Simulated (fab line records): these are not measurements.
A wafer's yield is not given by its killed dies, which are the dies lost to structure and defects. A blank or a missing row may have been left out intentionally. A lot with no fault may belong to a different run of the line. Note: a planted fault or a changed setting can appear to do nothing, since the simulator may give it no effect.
What tool caused it?	flow gf180mcu	12 lots, 36 wafers sampled, at 1 step of a route of 602

WHAT EACH GAUGE READ, for each wafer
GF_V2_BOW_MEAS_05.
lot	measured	on	V2_BOW (um)
L075	day 21 22:11	film_metro-02	110 122 111
L077	day 22 14:54	film_metro-04	103 101 93
L079	day 23 14:40	film_metro-02	102 98 95
L081	day 23 22:33	film_metro-02	105 93 102
L083	day 24 12:22	film_metro-02	97 91 92
L085	day 25 01:16	film_metro-04	97 89 102
L087	day 25 19:35	film_metro-03	99 101 101
L089	day 26 05:40	film_metro-03	101 98 85
L091	day 27 03:04	film_metro-02	122 106 118
L093	day 27 11:30	film_metro-03	89 86 88
L095	day 28 00:20	film_metro-04	105 106 107
L097	day 28 09:03	film_metro-03	98 96 110

WHAT TOOL EACH LOT RAN ON (gives the tool, then ch and the chambers of the sampled wafers, and finally the start)
There is no process step in the record ahead of these readings.

THE ANSWER, worked out from the rows above alone
Rule: the usual values come from the lots themselves. The widest of any qualifying gaps counts: lots, ordered by their means at a reading, are off when they make up no more than a third of the lots, leave a main group of 4 or more, and stand apart from it by 3 or more times the standard deviation of that group's means. Not used: any main group whose means are identical at the precision the tables above print for the reading. A lot without any number at a reading at which 4 lots or more have one is off too. The other lots that the step has rows for count as sound.
Across all readings shown, no lot is off: no conclusion can be drawn from this.

WHAT HAD BEEN PUT IN BY THE SIMULATOR
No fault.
